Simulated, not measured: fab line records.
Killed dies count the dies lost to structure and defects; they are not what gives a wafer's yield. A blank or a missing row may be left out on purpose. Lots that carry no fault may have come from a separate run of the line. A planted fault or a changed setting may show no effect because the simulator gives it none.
Comparing a struck lot with a sound one | flow sfq line | 13 steps out of a route of 325
Sound: wafers L985.1, L985.2, L985.3. Struck: wafer L990.1. (L990.3 of the same lot was not struck and is left out.) The cause comes at the end.
Order at every step that has rows: each side's tool, ch and its chambers, its first start. Under that, the readings that differ: sound wafers | struck wafers | difference of the means | sigmas: that difference in standard deviations of wafers without a fault.
alike: a reading whose means differ by less than 2 such deviations, as well as words and numbers matching on both sides. not compared: withheld readings; readings where some wafer has no value; bounds like >300 that might hide an equal value; numbers whose values overlap and for which the record gives no deviation.
Wherever a step has rows on one side only, a row that says differs or no value, or a row with sigmas, the two part there. When numbers do not overlap yet have no deviation, they are printed without sigmas and do not part them. A reading missing from all wafers of one side parts the sides only when that side holds two or more wafers.

first, 6 steps without rows for these wafers: SFQ_TRILAYER_JJ_CE_LITHO_COAT_119 (resist thk 62 nm); SFQ_TRILAYER_JJ_CE_LITHO_COAT_114 (resist thk 600 nm); SFQ_TRILAYER_JJ_CE_LITHO_SOFTBAKE_118; SFQ_TRILAYER_JJ_CE_LITHO_EXPOSE_115 (exposes mask J5, target cd 700 nm); SFQ_TRILAYER_JJ_CE_LITHO_PEB_117 (peb time 60 s); SFQ_TRILAYER_JJ_CE_LITHO_DEVELOP_116 (time 60 s).
SFQ_JJ_OVL_MEAS_931:
  sound on overlay-01, day 45 04:50; struck on overlay-01, day 50 12:44
  alike: J5_OVL
SFQ_TRILAYER_JJ_CE_METRO_MEASURE_117:
  sound on cd sem-02, day 45 04:52; struck on cd sem-01, day 50 12:46
  reading    | sound             | struck | difference | sigmas
  cd nm (nm) | 699.3 698.3 699.0 | 702.6  | +3.7       | +3
SFQ_TRILAYER_JJ_CE_BARC_OPEN_RIE_150: chemistry O2, target BARC, target depth 240 nm, time 80 s.
  sound on rie metal-03 ch 0,1, day 45 06:04; struck on rie metal-01 ch 1, day 50 13:58
  alike: chamber pressure mTorr, drypump motor current A, oes product au
  not compared: rf hours counter h
SFQ_TRILAYER_JJ_CE_ETCH_RIE_118: chemistry SF6, target Nb, stops on Al2O3, time 97.7 s, target depth 170 nm.
  sound on rie metal-03 ch 0,1, day 45 06:10; struck on rie metal-01 ch 1, day 50 14:03
  alike: chamber pressure mTorr, drypump motor current A, oes product au
  not compared: rf hours counter h
after that, 1 step had no rows for these wafers: SFQ_TRILAYER_JJ_ANODIZE_ANODIZE_119.
SFQ_TRILAYER_JJ_CE_STRIP_STRIP_120: strips in O2.
  sound on rie metal-01 ch 0,1, day 45 06:46; struck on rie metal-02 ch 0, day 50 14:40
  reading                     | sound             | struck | difference | sigmas
  drypump motor current A (A) | 5.84 5.70 5.83    | 6.35   | +0.56      | +2
  platen temp c (C)           | 40.13 39.96 39.86 | 40.51  | +0.53      | +4
  alike: chamber pressure mTorr, oes product au
  not compared: rf hours counter h
then, 1 step without rows for these wafers: SFQ_TRILAYER_JJ_CE_STRIP_SOLV_CLEAN_121 (cleans in NMP, time 600 s).

== WHERE THEY PART ==
At SFQ_TRILAYER_JJ_CE_METRO_MEASURE_117 first; at SFQ_TRILAYER_JJ_CE_STRIP_STRIP_120 last (within this record only).

WHY: whatever the simulator had introduced
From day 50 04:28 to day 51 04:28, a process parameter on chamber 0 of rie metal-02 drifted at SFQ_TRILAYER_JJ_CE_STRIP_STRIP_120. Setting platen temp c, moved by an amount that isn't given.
